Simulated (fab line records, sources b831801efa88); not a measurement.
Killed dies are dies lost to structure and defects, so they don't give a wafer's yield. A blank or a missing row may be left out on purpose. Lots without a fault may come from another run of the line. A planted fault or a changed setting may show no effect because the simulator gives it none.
fab line records | flow gf180mcu
record lots=5 wafers=15 last_day=35
route steps=602 shown M1@315 V1@335
lots that met no fault: from a run of the same line without faults
start_h: hours from the record's first day to the start of the lot's first wafer shown | wait_h: hours since the lot's step before | " the same as in the row above | L1.1+2: a row that stands for several wafers | - no value, or no start given | * or withheld: withheld | < > ~ a bound
route shown NAME@n: a module of which the file shows steps, and the number in the route of the first | usual: mean/standard deviation of fault-free wafers | same: alike in all rows | chamber/n: place in a boat | sites: the reading at each site | _std_site: their standard deviation | _edge_site: outer sites' mean less inner sites' | radius_mm: how far each site lies from the wafer's centre | mask NAME#n: copy n | behind: the tool/chamber that last shaped the wafer | hold: why the lot was held/for how many hours/how that ended | device: the transistor (n, p or np) that didn't switch | end of line: the same wafers' tests at the end of the route | a step without rows: its recipe alone | killed: dies lost to structure and defects at the first sort, not the wafer's yield | map: a wafer's dies, x killed, . not, _ none there
set.NAME: the setting as run; set.NAME@STEP: as run at that earlier step | model.NAME: the simulator's own value behind a step, which no gauge read
lots at some steps of the route; a table a step, a row a wafer
services: from which hour (start_h, from the record's first day; less than 0 if before it) a tool's chamber was out of use, for how many hours, and why
## steps
# step GF_M1_SPUTTER_00
# recipe material=Ti target_thk_nm=37.5 arriving_ion_energy_ev=80 substrate_temp_c=200 chamber_pressure_pa=2 power_w=4000 time_s=150
# usual throttle_valve_pct=29.8/0.72
# columns lot.wafer tool chamber start_h wait_h throttle_valve_pct
L079.1 pvd_sputter-02 - 416.01 0.1 30.5
L079.4 " - " " 30.0
L079.5 " - " " 29.9
L082.1 pvd_sputter-02 - 446.36 0.1 30.6
L082.2 " - " " 28.7
L082.6 " - " " 30.5
L083.1 pvd_sputter-02 - 453.11 0.2 29.7
L083.2 " - " " 30.5
L083.5 " - " " 30.4
L086.2 pvd_sputter-03 - 476.32 0.2 29.2
L086.4 " - " " 30.6
L086.6 " - " " 30.6
L097.1 pvd_sputter-02 - 575.99 0.1 29.9
L097.2 " - " " 30.6
L097.4 " - " " 30.4
# step GF_M1_SPUTTER_01
# recipe material=TiN target_thk_nm=30 power_w=6500 time_s=25 chamber_pressure_pa=0.4
# usual throttle_valve_pct=29.8/0.71
# columns lot.wafer tool chamber start_h wait_h throttle_valve_pct
L079.1 pvd_sputter-02 - 416.11 0.1 30.6
L079.4 " - " " 30.0
L079.5 " - " " 29.8
L082.1 pvd_sputter-02 - 446.46 0.1 30.5
L082.2 " - " " 28.8
L082.6 " - " " 30.5
L083.1 pvd_sputter-02 - 453.21 0.1 29.9
L083.2 " - " " 30.3
L083.5 " - " " 30.7
L086.2 pvd_sputter-03 - 476.42 0.1 29.2
L086.4 " - " " 30.6
L086.6 " - " " 30.6
L097.1 pvd_sputter-02 - 576.09 0.1 29.9
L097.2 " - " " 30.5
L097.4 " - " " 30.4
# step GF_M1_SPUTTER_02
# recipe material=AlCu target_thk_nm=450 power_w=10600 time_s=23.9 chamber_pressure_pa=0.4
# usual throttle_valve_pct=29.8/0.72
# columns lot.wafer tool chamber start_h wait_h throttle_valve_pct
L079.1 pvd_sputter-02 - 416.14 0.0 30.5
L079.4 " - " " 30.0
L079.5 " - " " 30.3
L082.1 pvd_sputter-02 - 446.49 0.0 30.5
L082.2 " - " " 28.7
L082.6 " - " " 30.5
L083.1 pvd_sputter-02 - 453.24 0.0 30.1
L083.2 " - " " 30.6
L083.5 " - " " 30.3
L086.2 pvd_sputter-03 - 476.46 0.0 29.3
L086.4 " - " " 30.3
L086.6 " - " " 30.6
L097.1 pvd_sputter-02 - 576.12 0.0 29.8
L097.2 " - " " 30.5
L097.4 " - " " 30.5
# step GF_M1_SPUTTER_03
# recipe material=Ti target_thk_nm=10 substrate_temp_c=300 chamber_pressure_pa=0.3 power_w=3000 time_s=6.7
# usual throttle_valve_pct=29.8/0.7
# columns lot.wafer tool chamber start_h wait_h throttle_valve_pct
L079.1 pvd_sputter-02 - 416.17 0.0 30.3
L079.4 " - " " 29.7
L079.5 " - " " 30.1
L082.1 pvd_sputter-02 - 446.52 0.0 30.6
L082.2 " - " " 28.9
L082.6 " - " " 30.6
L083.1 pvd_sputter-02 - 453.27 0.0 29.8
L083.2 " - " " 30.6
L083.5 " - " " 30.3
L086.2 pvd_sputter-03 - 476.48 0.0 29.4
L086.4 " - " " 30.5
L086.6 " - " " 30.5
L097.1 pvd_sputter-02 - 576.15 0.0 30.0
L097.2 " - " " 30.6
L097.4 " - " " 30.6
# step GF_M1_SPUTTER_04
# recipe material=TiN target_thk_nm=50 power_w=6500 time_s=41.7 chamber_pressure_pa=0.4
# usual throttle_valve_pct=29.8/0.73
# columns lot.wafer tool chamber start_h wait_h throttle_valve_pct
L079.1 pvd_sputter-02 - 416.19 0.0 30.5
L079.4 " - " " 30.0
L079.5 " - " " 29.5
L082.1 pvd_sputter-02 - 446.54 0.0 30.4
L082.2 " - " " 28.6
L082.6 " - " " 30.6
L083.1 pvd_sputter-02 - 453.29 0.0 30.0
L083.2 " - " " 30.5
L083.5 " - " " 30.5
L086.2 pvd_sputter-03 - 476.51 0.0 29.5
L086.4 " - " " 30.6
L086.6 " - " " 30.6
L097.1 pvd_sputter-02 - 576.18 0.0 29.8
L097.2 " - " " 30.6
L097.4 " - " " 30.5
# step GF_M1_RS_MEAS_05
# recipe thk_meas_gauge=four-point-probe reads=TiN_of_M1_SPUTTER_04+Ti_of_M1_SPUTTER_03+AlCu_of_M1_SPUTTER_02+TiN_of_M1_SPUTTER_01+Ti_of_M1_SPUTTER_00
# usual M1_ALCU_RS=0.0695/0.00062
# columns lot.wafer tool chamber start_h wait_h M1_ALCU_RS[ohm/sq]
L079.1 film_metro-03 - 416.23 0.0 0.0687
L079.4 " - " " 0.0691
L079.5 " - " " 0.0693
L082.1 film_metro-03 - 446.58 0.0 0.0698
L082.2 " - " " 0.0697
L082.6 " - " " 0.0690
L083.1 film_metro-03 - 453.33 0.0 0.0700
L083.2 " - " " 0.0704
L083.5 " - " " 0.0698
L086.2 film_metro-02 - 476.57 0.0 0.0700
L086.4 " - " " 0.0698
L086.6 " - " " 0.0700
L097.1 film_metro-02 - 576.22 0.0 0.0689
L097.2 " - " " 0.0690
L097.4 " - " " 0.0694
# step GF_M1_THK_MEAS_06
# recipe thk_meas_gauge=xrf reads=AlCu_of_M1_SPUTTER_02
# usual M1_ALCU_THK=450/4.6
# columns lot.wafer tool chamber start_h wait_h M1_ALCU_THK[nm]
L079.1 film_metro-03 - 416.35 0.1 457
L079.4 " - " " 453
L079.5 " - " " 447
L082.1 film_metro-03 - 446.70 0.1 449
L082.2 " - " " 449
L082.6 " - " " 454
L083.1 film_metro-03 - 453.45 0.1 449
L083.2 " - " " 448
L083.5 " - " " 451
L086.2 film_metro-02 - 476.68 0.1 448
L086.4 " - " " 451
L086.6 " - " " 448
L097.1 film_metro-02 - 576.34 0.1 454
L097.2 " - " " 456
L097.4 " - " " 453
# step GF_M1_DEHYDRATE_07
# recipe temp_c=200 time_s=60
# columns lot.wafer tool chamber start_h wait_h
L079.1+4+5 litho_track-02 0 427.39 11.0
L082.1+2+6 litho_track-01 0 458.36 11.7
L083.1+2+5 litho_track-01 0 465.01 11.6
L086.2+4+6 litho_track-02 0 488.42 11.7
L097.1+2+4 litho_track-01 0 584.36 8.0
# step GF_M1_HMDS_08
# recipe prime_time_s=60 prime_temp_c=120
# same prime_time_s=60
# columns lot.wafer tool chamber start_h wait_h
L079.1+4+5 litho_track-02 0 427.54 0.1
L082.1+2+6 litho_track-01 0 458.51 0.1
L083.1+2+5 litho_track-01 0 465.16 0.1
L086.2+4+6 litho_track-02 0 488.57 0.1
L097.1+2+4 litho_track-01 0 584.51 0.1
# step GF_M1_COAT_09
# recipe resist=KrF spin_rpm=withheld resist_thk_nm=1000
# usual dispense_pressure_kPa=51/4.1
# columns lot.wafer tool chamber start_h wait_h dispense_pressure_kPa
L079.1 litho_track-02 0 427.69 0.1 53
L079.4 " 0 " " 53
L079.5 " 0 " " 53
L082.1 litho_track-01 0 458.66 0.1 44
L082.2 " 0 " " 44
L082.6 " 0 " " 44
L083.1 litho_track-01 0 465.31 0.1 44
L083.2 " 0 " " 44
L083.5 " 0 " " 44
L086.2 litho_track-02 0 488.72 0.1 53
L086.4 " 0 " " 53
L086.6 " 0 " " 53
L097.1 litho_track-01 0 584.66 0.1 44
L097.2 " 0 " " 44
L097.4 " 0 " " 44
# step GF_M1_SOFTBAKE_10
# recipe temp_c=130 time_s=60 resist=KrF
# columns lot.wafer tool chamber start_h wait_h
L079.1+4+5 litho_track-02 0 427.84 0.1
L082.1+2+6 litho_track-01 0 458.81 0.1
L083.1+2+5 litho_track-01 0 465.46 0.1
L086.2+4+6 litho_track-02 0 488.87 0.1
L097.1+2+4 litho_track-01 0 584.81 0.1
# step GF_M1_EXPOSE_11
# recipe mask_id=Metal1 target_cd_nm=230 na=0.68 source_shape=conventional sigma_outer=0.6 dose_mj=28
# columns lot.wafer tool chamber start_h wait_h mask
L079.1+4+5 krf_scanner-02 0 - - Metal1#0
L082.1+2+6 krf_scanner-02 0 - - Metal1#0
L083.1+2+5 krf_scanner-02 0 - - Metal1#0
L086.2+4+6 krf_scanner-01 0 - - Metal1#0
L097.1+2+4 krf_scanner-01 0 - - Metal1#0
# step GF_M1_PEB_12
# recipe peb_temp_c=135 peb_time_s=90 resist=KrF
# columns lot.wafer tool chamber start_h wait_h
L079.1+4+5 litho_track-02 0 - -
L082.1+2+6 litho_track-01 0 - -
L083.1+2+5 litho_track-02 0 - -
L086.2+4+6 litho_track-01 0 - -
L097.1+2+4 litho_track-01 0 - -
# step GF_M1_DEVELOP_13
# recipe develop_time_s=60 dev_temp_c=21
# columns lot.wafer tool chamber start_h wait_h
L079.1+4+5 litho_track-02 0 439.34 0.2
L082.1+2+6 litho_track-01 0 470.66 0.2
L083.1+2+5 litho_track-02 0 477.19 0.2
L086.2+4+6 litho_track-01 0 500.74 0.2
L097.1+2+4 litho_track-01 0 596.06 0.2
# step GF_M1_CD_MEAS_14
# recipe target_cd_nm=230
# usual cd_nm=229.7/1.3
# columns lot.wafer tool chamber start_h wait_h cd_nm
L079.1 cd_sem-02 - 439.49 0.1 229.6
L079.4 " - " " 227.8
L079.5 " - " " 228.8
L082.1 cd_sem-02 - 470.81 0.1 230.7
L082.2 " - " " 230.6
L082.6 " - " " 230.0
L083.1 cd_sem-01 - 477.34 0.1 228.8
L083.2 " - " " 229.0
L083.5 " - " " 229.1
L086.2 cd_sem-01 - 500.88 0.1 228.4
L086.4 " - " " 227.5
L086.6 " - " " 228.9
L097.1 cd_sem-02 - 596.21 0.1 231.7
L097.2 " - " " 230.2
L097.4 " - " " 233.0
# step GF_M1_OVL_MEAS_15
# usual M1_OVL=-1/6.2
# columns lot.wafer tool chamber start_h wait_h M1_OVL[nm]
L079.1 overlay-01 - 439.61 0.1 -4
L079.4 " - " " -9
L079.5 " - " " -7
L082.1 overlay-01 - 470.93 0.1 5
L082.2 " - " " -4
L082.6 " - " " 0
L083.1 overlay-01 - 477.46 0.1 1
L083.2 " - " " -8
L083.5 " - " " -1
L086.2 overlay-02 - 500.99 0.1 10
L086.4 " - " " -5
L086.6 " - " " -3
L097.1 overlay-02 - 596.33 0.1 13
L097.2 " - " " -1
L097.4 " - " " 2
# step GF_M1_METAL_ETCH_16
# recipe chemistry=Cl2/BCl3 mask_material=KrF target_depth_nm=750.8 stop_on=SiO2 pressure_mtorr=8 icp_w=800 bias_w=140 Cl2_flow_sccm=80 bcl3_flow_sccm=40 time_s=125.1
# usual drypump_motor_current_A=5.7/0.4 oes_product_au=0.989/0.0063 throttle_valve_pct=28.230/0.011
# columns lot.wafer tool chamber start_h wait_h drypump_motor_current_A oes_product_au rf_hours_counter_h throttle_valve_pct
L079.1 rie_metal-02 0 439.65 0.0 5.8 0.984 1 28.235
L079.4 " 1 " " 5.7 0.983 - 28.240
L079.5 " 0 " " 5.8 0.984 - 28.252
L082.1 rie_metal-02 1 470.97 0.0 5.7 0.980 2 28.223
L082.2 " 0 " " 5.7 0.989 1 28.233
L082.6 " 0 " " 5.7 0.989 - 28.241
L083.1 rie_metal-02 1 477.50 0.0 5.7 0.989 2 28.216
L083.2 " 0 " " 5.7 0.988 2 28.223
L083.5 " 0 " " 5.7 0.976 - 28.237
L086.2 rie_metal-03 0 501.02 0.0 6.5 0.987 2 28.213
L086.4 " 1 " " 5.2 0.997 - 28.221
L086.6 " 1 " " 5.2 1.002 - 28.236
L097.1 rie_metal-02 1 596.37 0.0 5.7 0.990 5 28.245
L097.2 " 0 " " 5.8 0.991 5 28.228
L097.4 " 0 " " 5.8 0.995 - 28.230
# step GF_M1_STRIP_17
# recipe chemistry=O2/N2 power_w=1400 pressure_mtorr=1500 platen_temp_c=250 o2_flow_sccm=3000 n2_flow_sccm=300 overash_fraction=0.5
# usual drypump_motor_current_A=5.6/0.52 heater_power_w=322/26 n2_flow_sccm=300.1/0.9 oes_product_au=0.538/0.005 strip_time_to_endpoint_s=7.39/0.055
# columns lot.wafer tool chamber start_h wait_h drypump_motor_current_A heater_power_w n2_flow_sccm oes_product_au rf_hours_counter_h strip_time_to_endpoint_s
L079.1 plasma_asher-02 0 439.82 0.1 4.7 291 299.8 0.537 81 7.41
L079.4 " 0 " " 4.7 293 300.2 0.547 - 7.41
L079.5 " 1 " " 5.5 367 300.1 0.538 - 7.43
L082.1 plasma_asher-01 0 471.10 0.1 6.3 346 299.6 0.542 67 7.34
L082.2 " 1 " " 6.1 314 300.5 0.530 67 7.36
L082.6 " 0 " " 6.3 348 301.4 0.538 - 7.39
L083.1 plasma_asher-02 1 477.63 0.1 5.5 363 299.3 0.532 85 7.37
L083.2 " 0 " " 4.7 296 300.9 0.537 85 7.37
L083.5 " 1 " " 5.5 368 301.2 0.538 - 7.39
L086.2 plasma_asher-03 1 501.15 0.1 5.7 290 300.1 0.537 38 7.37
L086.4 " 1 " " 5.7 290 299.0 0.538 - 7.38
L086.6 " 1 " " 5.7 284 298.5 0.542 - 7.42
L097.1 plasma_asher-01 0 596.50 0.1 6.3 347 300.6 0.544 80 7.43
L097.2 " 1 " " 6.0 316 299.7 0.537 80 7.34
L097.4 " 0 " " 6.3 353 299.3 0.532 - 7.37
# step GF_M1_STRIP_18
# recipe chemistry=post_etch_residue_remover time_s=1200 temp_c=72.5
# columns lot.wafer tool chamber start_h wait_h
L079.1+4+5 wet_bench-03 2 439.92 0.1
L082.1+2+6 wet_bench-01 1 471.20 0.1
L083.1+2+5 wet_bench-01 1 477.73 0.1
L086.2+4+6 wet_bench-01 1 501.25 0.1
L097.1+2+4 wet_bench-03 2 596.60 0.1
# step GF_M1_CLEAN_19
# recipe chemistry=DIW dry=n2_spin
# columns lot.wafer tool chamber start_h wait_h
L079.1+4+5 wet_bench-02 3 440.26 0.0
L082.1+2+6 wet_bench-02 2 471.57 0.0
L083.1+2+5 wet_bench-03 2 478.10 0.0
L086.2+4+6 wet_bench-02 1 501.59 0.0
L097.1+2+4 wet_bench-02 1 596.94 0.0
# step GF_V1_CVD_00
# recipe material=SiO2 target_thk_nm=600 sigma_open_frac=0.3 temp_c=400 time_s=100 sih4_flow_sccm=60 pressure_mtorr=6
# columns lot.wafer tool chamber start_h wait_h
L079.1+4+5 hdpcvd-01 0 440.35 0.0
L082.1+2+6 hdpcvd-01 0,1,1 471.66 0.0
L083.1+2+5 hdpcvd-01 2,1,1 478.19 0.0
L086.2+4+6 hdpcvd-01 2,2,0 501.68 0.0
L097.1+2+4 hdpcvd-02 2,1,2 597.04 0.0
# step GF_V1_THK_MEAS_01
# recipe reads=SiO2_of_V1_CVD_00
# usual V1_CVD_00_THK=604/6.2
# columns lot.wafer tool chamber start_h wait_h V1_CVD_00_THK[nm]
L079.1 film_metro-04 - 440.46 0.1 611
L079.4 " - " " 611
L079.5 " - " " 614
L082.1 film_metro-01 - 471.73 0.0 601
L082.2 " - " " 605
L082.6 " - " " 606
L083.1 film_metro-04 - 478.26 0.0 605
L083.2 " - " " 604
L083.5 " - " " 612
L086.2 film_metro-01 - 501.76 0.0 604
L086.4 " - " " 608
L086.6 " - " " 604
L097.1 film_metro-04 - 597.11 0.0 609
L097.2 " - " " 605
L097.4 " - " " 614
# step GF_V1_CVD_02
# recipe material=SiO2 target_thk_nm=850 precursor=TEOS temp_c=400 time_s=94.851 rf_w=600
# usual heater_power_w=702/87
# columns lot.wafer tool chamber start_h wait_h heater_power_w
L079.1 pecvd-04 1 440.52 0.1 791
L079.4 " 2 " " 729
L079.5 " 1 " " 810
L082.1 pecvd-03 0 471.79 0.1 774
L082.2 " 2 " " 785
L082.6 " 2 " " 810
L083.1 pecvd-02 0 478.32 0.1 601
L083.2 " 1 " " 575
L083.5 " 2 " " 679
L086.2 pecvd-03 2 501.81 0.0 802
L086.4 " 2 " " 633
L086.6 " 1 " " 825
L097.1 pecvd-04 2 597.17 0.1 736
L097.2 " 0 " " 657
L097.4 " 2 " " 776
# step GF_V1_THK_MEAS_03
# recipe reads=SiO2_of_V1_CVD_02
# usual V1_CVD_02_THK=854/12
# columns lot.wafer tool chamber start_h wait_h V1_CVD_02_THK[nm]
L079.1 film_metro-01 - 440.59 0.0 838
L079.4 " - " " 861
L079.5 " - " " 853
L082.1 film_metro-04 - 471.86 0.0 852
L082.2 " - " " 854
L082.6 " - " " 863
L083.1 film_metro-03 - 478.39 0.0 858
L083.2 " - " " 844
L083.5 " - " " 863
L086.2 film_metro-04 - 501.93 0.1 847
L086.4 " - " " 857
L086.6 " - " " 863
L097.1 film_metro-04 - 597.24 0.0 859
L097.2 " - " " 838
L097.4 " - " " 867
# step GF_V1_CMP_04
# recipe material=SiO2 down_force_psi=4 platen_rpm=60 pad_velocity_m_s=0.94248
# usual motor_current_A=11.6/1.8 time_to_endpoint_s=83/5.3
# columns lot.wafer tool chamber start_h wait_h motor_current_A time_to_endpoint_s
L079.1 cmp-02 2 440.70 0.1 12.7 77
L079.4 " 3 " " 10.9 82
L079.5 " 1 " " 13.2 77
L082.1 cmp-02 2 472.30 0.4 12.8 86
L082.2 " 3 " " 10.4 86
L082.6 " 0 " " 8.3 93
L083.1 cmp-02 2 478.50 0.1 12.9 86
L083.2 " 3 " " 10.3 80
L083.5 " 1 " " 12.7 83
L086.2 cmp-01 0 502.08 0.1 11.5 80
L086.4 " 1 " " 12.4 83
L086.6 " 2 " " 11.8 82
L097.1 cmp-02 3 597.30 0.1 10.1 81
L097.2 " 1 " " 12.5 74
L097.4 " 2 " " 12.8 86
# step GF_V1_BOW_MEAS_05
# recipe mode=bow
# usual V1_BOW=82/6.7
# columns lot.wafer tool chamber start_h wait_h V1_BOW[um]
L079.1 film_metro-01 - 440.95 0.2 84
L079.4 " - " " 58
L079.5 " - " " 85
L082.1 film_metro-03 - 472.54 0.2 86
L082.2 " - " " 91
L082.6 " - " " 70
L083.1 film_metro-03 - 478.75 0.2 94
L083.2 " - " " 85
L083.5 " - " " 85
L086.2 film_metro-03 - 502.32 0.2 94
L086.4 " - " " 88
L086.6 " - " " 86
L097.1 film_metro-01 - 597.60 0.2 71
L097.2 " - " " 83
L097.4 " - " " 81
# step GF_V1_DEHYDRATE_06
# recipe temp_c=200 time_s=60
# columns lot.wafer tool chamber start_h wait_h
L079.1+4+5 litho_track-04 0 452.41 11.4
L082.1+2+6 litho_track-04 0 484.46 11.9
L083.1+2+5 litho_track-01 0 490.56 11.8
L086.2+4+6 litho_track-04 0 513.33 11.0
L097.1+2+4 litho_track-02 0 606.79 9.2
# step GF_V1_HMDS_07
# recipe prime_time_s=60 prime_temp_c=120
# same prime_time_s=60
# columns lot.wafer tool chamber start_h wait_h
L079.1+4+5 litho_track-04 0 452.56 0.1
L082.1+2+6 litho_track-04 0 484.61 0.1
L083.1+2+5 litho_track-01 0 490.71 0.1
L086.2+4+6 litho_track-04 0 513.48 0.1
L097.1+2+4 litho_track-02 0 606.94 0.1
# step GF_V1_COAT_08
# recipe resist=BARC temp_c=withheld time_s=withheld spin_rpm=withheld resist_thk_nm=withheld
# usual dispense_pressure_kPa=49/3.5
# columns lot.wafer tool chamber start_h wait_h dispense_pressure_kPa
L079.1 litho_track-04 0 452.71 0.1 48
L079.4 " 0 " " 48
L079.5 " 0 " " 48
L082.1 litho_track-04 0 484.76 0.1 48
L082.2 " 0 " " 48
L082.6 " 0 " " 48
L083.1 litho_track-01 0 490.86 0.1 44
L083.2 " 0 " " 44
L083.5 " 0 " " 44
L086.2 litho_track-04 0 513.63 0.1 48
L086.4 " 0 " " 48
L086.6 " 0 " " 48
L097.1 litho_track-02 0 607.09 0.1 53
L097.2 " 0 " " 53
L097.4 " 0 " " 53
# step GF_V1_COAT_09
# recipe resist=KrF spin_rpm=withheld resist_thk_nm=1000
# usual dispense_pressure_kPa=49/3.5
# columns lot.wafer tool chamber start_h wait_h dispense_pressure_kPa
L079.1 litho_track-04 0 - - 48
L079.4 " 0 " " 48
L079.5 " 0 " " 48
L082.1 litho_track-04 0 - - 48
L082.2 " 0 " " 48
L082.6 " 0 " " 48
L083.1 litho_track-01 0 - - 44
L083.2 " 0 " " 44
L083.5 " 0 " " 44
L086.2 litho_track-04 0 - - 48
L086.4 " 0 " " 48
L086.6 " 0 " " 48
L097.1 litho_track-02 0 - - 53
L097.2 " 0 " " 53
L097.4 " 0 " " 53
# step GF_V1_SOFTBAKE_10
# recipe temp_c=130 time_s=60 resist=KrF
# columns lot.wafer tool chamber start_h wait_h
L079.1+4+5 litho_track-04 0 - -
L082.1+2+6 litho_track-04 0 - -
L083.1+2+5 litho_track-01 0 - -
L086.2+4+6 litho_track-04 0 - -
L097.1+2+4 litho_track-02 0 - -
# step GF_V1_EXPOSE_11
# recipe mask_id=Via1 target_cd_nm=260 na=0.68 source_shape=conventional sigma_outer=0.6 dose_mj=38
# columns lot.wafer tool chamber start_h wait_h mask
L079.1+4+5 krf_scanner-02 0 - - Via1#0
L082.1+2+6 krf_scanner-01 0 - - Via1#0
L083.1+2+5 krf_scanner-02 0 - - Via1#0
L086.2+4+6 krf_scanner-02 0 - - Via1#0
L097.1+2+4 krf_scanner-02 0 - - Via1#0
# step GF_V1_PEB_12
# recipe peb_temp_c=135 peb_time_s=90 resist=KrF
# columns lot.wafer tool chamber start_h wait_h
L079.1+4+5 litho_track-04 0 - -
L082.1+2+6 litho_track-04 0 - -
L083.1+2+5 litho_track-04 0 - -
L086.2+4+6 litho_track-04 0 - -
L097.1+2+4 litho_track-01 0 - -
# step GF_V1_DEVELOP_13
# recipe develop_time_s=60 resist=KrF dev_temp_c=21
# columns lot.wafer tool chamber start_h wait_h
L079.1+4+5 litho_track-04 0 465.01 0.2
L082.1+2+6 litho_track-04 0 496.66 0.2
L083.1+2+5 litho_track-04 0 502.86 0.2
L086.2+4+6 litho_track-04 0 524.58 0.2
L097.1+2+4 litho_track-01 0 618.21 0.2
# step GF_V1_CD_MEAS_14
# recipe target_cd_nm=260
# usual cd_nm=260.2/1.3
# columns lot.wafer tool chamber start_h wait_h cd_nm
L079.1 cd_sem-02 - 465.16 0.1 260.5
L079.4 " - " " 259.6
L079.5 " - " " 261.1
L082.1 cd_sem-01 - 496.81 0.1 258.6
L082.2 " - " " 258.0
L082.6 " - " " 257.7
L083.1 cd_sem-01 - 503.01 0.1 260.2
L083.2 " - " " 261.0
L083.5 " - " " 260.1
L086.2 cd_sem-02 - 524.73 0.1 260.6
L086.4 " - " " 261.8
L086.6 " - " " 263.1
L097.1 cd_sem-01 - 618.36 0.1 257.9
L097.2 " - " " 258.7
L097.4 " - " " 257.7
# step GF_V1_OVL_MEAS_15
# usual V1_OVL=-2/4
# columns lot.wafer tool chamber start_h wait_h V1_OVL[nm]
L079.1 overlay-01 - 465.28 0.1 -5
L079.4 " - " " 7
L079.5 " - " " -1
L082.1 overlay-02 - 496.93 0.1 0
L082.2 " - " " -2
L082.6 " - " " -5
L083.1 overlay-01 - 503.13 0.1 0
L083.2 " - " " 1
L083.5 " - " " 5
L086.2 overlay-01 - 524.83 0.1 0
L086.4 " - " " -3
L086.6 " - " " 2
L097.1 overlay-01 - 618.48 0.1 1
L097.2 " - " " 0
L097.4 " - " " 1
# step GF_V1_ETCH_16
# recipe chemistry=N2/H2 target_depth_a=withheld overetch_a=withheld time_s=withheld target=BARC ion_energy_ev=200 source_w=500 bias_w=100 pressure_mtorr=30 n2_flow_sccm=100 h2_flow_sccm=200
# usual drypump_motor_current_A=5.7/0.38 n2_flow_sccm=100.0/0.3 oes_product_au=0.854/0.0052 throttle_valve_pct=13.223/0.0091
# columns lot.wafer tool chamber start_h wait_h drypump_motor_current_A n2_flow_sccm oes_product_au throttle_valve_pct
L079.1 rie_diel-04 0 465.32 0.0 6.0 100.3 0.863 13.223
L079.4 " 1 " " 5.5 99.9 0.855 13.222
L079.5 " 3 " " 5.7 99.6 0.859 13.216
L082.1 rie_diel-01 2 496.97 0.0 5.2 99.4 0.861 13.228
L082.2 " 0 " " 5.0 100.1 0.850 13.216
L082.6 " 3 " " 5.8 99.6 0.854 13.224
L083.1 rie_diel-01 2 503.17 0.0 5.2 99.8 0.853 13.214
L083.2 " 3 " " 5.8 100.0 0.846 13.225
L083.5 " 1 " " 6.7 99.5 0.846 13.200
L086.2 rie_diel-04 1 524.86 0.0 5.5 99.5 0.852 13.223
L086.4 " 0 " " 5.9 100.5 0.857 13.222
L086.6 " 1 " " 5.5 100.0 0.843 13.224
L097.1 rie_diel-01 1 618.52 0.0 6.7 99.4 0.861 13.212
L097.2 " 2 " " 5.2 99.8 0.848 13.228
L097.4 " 3 " " 5.8 99.9 0.861 13.224
# step GF_V1_ETCH_17
# recipe chemistry=C4F8/O2/Ar mask_material=KrF target=SiO2 stop_on=TiN source_w=1500 bias_w=1200 pressure_mtorr=40 c4f8_flow_sccm=withheld O2_flow_sccm=6 Ar_flow_sccm=300 time_s=withheld target_depth_a=6300
# usual oes_product_au=0.856/0.0041
# columns lot.wafer tool chamber start_h wait_h oes_product_au
L079.1 rie_diel-04 0 - - 0.858
L079.4 " 1 " " 0.855
L079.5 " 3 " " 0.848
L082.1 rie_diel-01 2 - - 0.857
L082.2 " 0 " " 0.858
L082.6 " 3 " " 0.849
L083.1 rie_diel-01 2 - - 0.855
L083.2 " 3 " " 0.853
L083.5 " 1 " " 0.850
L086.2 rie_diel-04 1 - - 0.856
L086.4 " 0 " " 0.856
L086.6 " 1 " " 0.853
L097.1 rie_diel-01 1 - - 0.857
L097.2 " 2 " " 0.854
L097.4 " 3 " " 0.854
# step GF_V1_STRIP_18
# recipe chemistry=O2/N2 power_w=1400 pressure_mtorr=1500 platen_temp_c=250 o2_flow_sccm=3000 n2_flow_sccm=300 overash_fraction=0.5
# usual drypump_motor_current_A=5.3/0.43 heater_power_w=327/32 n2_flow_sccm=300.1/0.8 oes_product_au=0.592/0.0049
# columns lot.wafer tool chamber start_h wait_h drypump_motor_current_A heater_power_w n2_flow_sccm oes_product_au rf_hours_counter_h
L079.1 plasma_asher-04 0 465.44 - 5.3 307 301.3 0.588 3
L079.4 " 1 " " 6.0 366 300.3 0.592 -
L079.5 " 0 " " 5.3 307 300.2 0.590 -
L082.1 plasma_asher-03 1 497.09 - 5.6 293 300.7 0.585 37
L082.2 " 0 " " 5.1 327 299.7 0.592 37
L082.6 " 1 " " 5.6 291 298.8 0.597 -
L083.1 plasma_asher-04 1 503.29 - 6.0 357 300.8 0.590 7
L083.2 " 0 " " 5.3 304 300.3 0.594 7
L083.5 " 1 " " 6.0 348 300.6 0.592 -
L086.2 plasma_asher-04 0 524.99 - 5.3 308 302.0 0.595 9
L086.4 " 1 " " 6.0 356 299.6 0.592 -
L086.6 " 1 " " 6.0 357 300.1 0.584 -
L097.1 plasma_asher-02 1 618.65 - 5.5 368 300.4 0.596 99
L097.2 " 0 " " 4.7 294 299.8 0.590 99
L097.4 " 1 " " 5.5 369 299.2 0.602 -
# step GF_V1_STRIP_19
# recipe chemistry=post_etch_residue_remover time_s=1200 temp_c=72.5
# columns lot.wafer tool chamber start_h wait_h
L079.1+4+5 wet_bench-04 2 465.54 0.1
L082.1+2+6 wet_bench-01 2 497.19 0.1
L083.1+2+5 wet_bench-01 1 503.39 0.1
L086.2+4+6 wet_bench-04 1 525.09 0.1
L097.1+2+4 wet_bench-01 0 618.75 0.1
# step GF_V1_CLEAN_20
# recipe chemistry=DIW dry=n2_spin
# columns lot.wafer tool chamber start_h wait_h
L079.1+4+5 wet_bench-03 3 465.89 0.0
L082.1+2+6 wet_bench-03 0 497.54 0.0
L083.1+2+5 wet_bench-04 1 503.74 0.0
L086.2+4+6 wet_bench-03 0 525.47 0.0
L097.1+2+4 wet_bench-04 1 619.09 0.0
## services
# columns tool chamber start_h hours kind
wet_bench-01 - 402.07 3.0 repair
pvd_sputter-03 - 406.97 3.2 repair
rie_diel-04 1 414.41 3.2 repair
hdpcvd-01 2 416.15 3.7 repair
wet_bench-03 - 427.66 2.9 repair
krf_scanner-02 - 434.33 0.8 pm
cmp-02 - 437.97 2.5 repair
hdpcvd-01 2 438.60 17.8 repair
hdpcvd-01 - 444.32 0.5 repair
rie_diel-01 1 465.30 36.2 repair
rie_diel-04 - 469.82 4.0 pm
cmp-02 - 487.67 3.4 pm
pvd_sputter-03 - 515.05 0.8 repair
pvd_sputter-03 - 515.20 4.9 repair
rie_diel-01 0 529.31 15.6 repair
krf_scanner-02 - 537.93 1.3 pm
krf_scanner-02 - 539.23 1.0 pm
krf_scanner-02 - 540.41 62.2 repair
wet_bench-01 - 551.21 1.8 repair
pvd_sputter-02 - 563.62 1.8 repair
rie_diel-01 - 568.48 2.8 pm
krf_scanner-02 - 602.58 4.0 pm
krf_scanner-02 - 606.61 0.8 pm
krf_scanner-02 - 608.36 0.8 pm
## key
fault none
